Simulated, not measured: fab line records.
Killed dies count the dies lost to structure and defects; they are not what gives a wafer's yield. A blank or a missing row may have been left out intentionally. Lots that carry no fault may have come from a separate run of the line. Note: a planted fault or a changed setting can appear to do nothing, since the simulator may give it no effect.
Which tool did it? | flow sky130 | 14 lots, 40 wafers sampled, at 1 step of a route of 708

WHAT EACH GAUGE READ, for each wafer
SKY_VIA4_THK_MEAS_20: measures by xrf. Usual: VIA4_W_THK typically reads 509 nm, with standard deviation 8.5.
lot  | measured     | on            | VIA4_W_THK (nm) | flag
L309 | day 44 18:15 | film-metro-01 | 520 524 518     |
L312 | day 45 08:05 | film-metro-04 | 506 504 510     |
L313 | day 45 08:40 | film-metro-01 | 505 520 502     |
L315 | day 45 15:43 | film-metro-04 | 509 488 503     |
L317 | day 46 07:53 | film-metro-03 | 512 513 520     |
L318 | day 46 10:44 | film-metro-01 | 517             |
L321 | day 47 07:10 | film-metro-01 | 511 521 520     |
L322 | day 47 12:31 | film-metro-04 | 499 512 509     |
L324 | day 48 00:10 | film-metro-01 | 502 516 508     |
L325 | day 48 02:25 | film-metro-03 | 514 516 517     |
L326 | day 48 05:45 | film-metro-03 | 500 509 504     |
L327 | day 48 08:01 | film-metro-03 | 506 513 489     |
L328 | day 48 22:30 | film-metro-03 | 511 511 520     |
L331 | day 49 13:16 | film-metro-04 | 509 500 504     |

WHICH TOOL RAN EACH LOT (tool, then ch and the chambers of the sampled wafers, then the start)
The record shows no process step preceding these readings.

AS READ BY THE TOOLS THEMSELVES (means over the sampled wafers that have a number; for cases with no such wafer, the mark the record gives instead)
The record holds no such reading with a usual standard deviation.

THE ANSWER, worked out from the rows above alone
Rule: a lot is off if the mean of its wafers that have a number lies more than 3 standard deviations from the usual mean. Also off: a lot with no number at a reading for which 4 or more lots have one. Any other lot the step has rows for is counted as sound. After the gauges, taken in route order, come the tools' own readings; for these a lot's mean is taken, as printed above. At the first step where some lot is off, the reading lying furthest off is the one used; lots without a number count as furthest.
No lot is off at any reading shown: from this, nothing can be told.

WHAT THE SIMULATOR PUT IN
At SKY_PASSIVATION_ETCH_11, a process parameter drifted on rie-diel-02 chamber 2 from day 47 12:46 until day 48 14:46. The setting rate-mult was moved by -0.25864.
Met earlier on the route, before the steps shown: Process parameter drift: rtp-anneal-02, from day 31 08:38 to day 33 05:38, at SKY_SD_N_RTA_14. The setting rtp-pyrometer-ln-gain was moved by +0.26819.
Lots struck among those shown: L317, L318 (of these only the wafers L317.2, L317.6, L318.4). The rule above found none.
